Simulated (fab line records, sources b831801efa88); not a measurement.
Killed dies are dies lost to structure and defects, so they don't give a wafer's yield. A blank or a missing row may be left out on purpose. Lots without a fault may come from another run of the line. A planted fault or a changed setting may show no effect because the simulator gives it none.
A struck lot beside a sound one | flow sky130 | 37 steps out of a route of 708
Sound: wafers L590.2, L590.3, L590.5. Struck: wafers L586.2, L586.3, L586.5. The cause comes at the end.
At each step with rows: each side's tool, then ch and its chambers, then its first start. Under that, the readings that differ: sound wafers | struck wafers | difference of the means | sigmas: that difference in standard deviations of wafers without a fault.
alike: readings whose means differ by less than 2 such deviations, and words and numbers that are the same on both sides. not compared: withheld readings, readings that some wafer has no value for, bounds like >300 that may hide the same value, and numbers for which the record gives no deviation and whose values overlap.
The two part at a step that has a row with sigmas, a row that says differs or no value, or rows on one side only. Numbers that don't overlap but have no deviation are shown without sigmas and don't part them. A reading that every wafer of one side lacks parts them only if that side has two wafers or more.

first, 10 steps without rows for these wafers: SKY_POLY_GATE_DEHYDRATE_05 (time 60 s); SKY_POLY_GATE_HMDS_06 (prime time 60 s); SKY_POLY_GATE_COAT_07 (resist thk 110 nm); SKY_POLY_GATE_COAT_08 (resist thk 450 nm); SKY_POLY_GATE_SOFTBAKE_09 (time 90 s); SKY_POLY_GATE_EXPOSE_10 (exposes mask P1M, target cd 150 nm); SKY_POLY_GATE_PEB_11; SKY_POLY_GATE_DEVELOP_12 (develop time 60 s); SKY_POLY_GATE_ETCH_15 (etches BARC in N2/H2, stops on SiO2, time 118.5 s, target depth 110 nm); SKY_POLY_GATE_ETCH_16 (etches Si3N4 in CH3F/O2, stops on poly-Si, time 147.5 s, target depth 75 nm).
SKY_POLY_GATE_ETCH_17: etches poly-Si in HBr/Cl2, stops on SiO2, target depth 180 nm, time 70.5 s.
  sound on rie_si-01 ch 0,1, day 22 22:30; struck on rie_si-02 ch 0,1, day 20 16:49
  alike: chamber_pressure_mTorr, drypump_motor_current_A, oes_product_au, rf_fwd_power_W, throttle_valve_pct
  not compared: rf_hours_counter_h
then, 25 steps without rows for these wafers: SKY_POLY_GATE_STRIP_18 (strips in O2/N2); SKY_POLY_GATE_CLEAN_19 (cleans in SC1/SC2, time 150 s); SKY_POLY_GATE_OXIDATION_20 (stabilise 600 s, purge 300 s, target thk 4 nm); SKY_LDD_N_DEHYDRATE_00 (time 60 s); SKY_LDD_N_HMDS_01 (prime time 60 s); SKY_LDD_N_COAT_02 (resist thk 300 nm); SKY_LDD_N_SOFTBAKE_03 (time 60 s); SKY_LDD_N_EXPOSE_04 (exposes mask NTM, target cd 840 nm); SKY_LDD_N_PEB_05; SKY_LDD_N_DEVELOP_06 (develop time 60 s); SKY_LDD_N_IMPLANT_08; SKY_LDD_N_IMPLANT_09; SKY_LDD_N_IMPLANT_10; SKY_LDD_N_IMPLANT_11; SKY_LDD_N_IMPLANT_12; SKY_LDD_N_IMPLANT_13; SKY_LDD_N_IMPLANT_14; SKY_LDD_N_IMPLANT_15; SKY_LDD_N_STRIP_16 (strips in O2/N2); SKY_LDD_P_DEHYDRATE_00 (time 60 s); SKY_LDD_P_HMDS_01 (prime time 60 s); SKY_LDD_P_COAT_02 (resist thk 1140 nm); SKY_LDD_P_SOFTBAKE_03 (time 60 s); SKY_LDD_P_EXPOSE_04 (exposes mask PSDM, target cd 380 nm); SKY_LDD_P_PEB_05.
-- the record jumps here: 28 days lie between the struck wafers' starts before and after (it left off in module LDD_P and takes up again in module PAD_OPEN, whose first step shown is number 708 of the route) --
SKY_PAD_OPEN_PROBE_99:
  sound on prober-01, day 49 18:06; struck on prober-02, day 48 12:42
  reading             | sound    | struck      | difference | sigmas
  killed_at_front_end | 15 15 17 | 66 62 60    | +47        | +10
  killed_dies         | 85 73 91 | 122 136 128 | +46        | +5
  alike: killed_at_M0_to_M3, killed_at_M4_up, killed_at_contacts, killed_at_other, killed_open, killed_short

WHERE THEY PART
Only at SKY_PAD_OPEN_PROBE_99, within this record.

WHY: what the simulator had put in
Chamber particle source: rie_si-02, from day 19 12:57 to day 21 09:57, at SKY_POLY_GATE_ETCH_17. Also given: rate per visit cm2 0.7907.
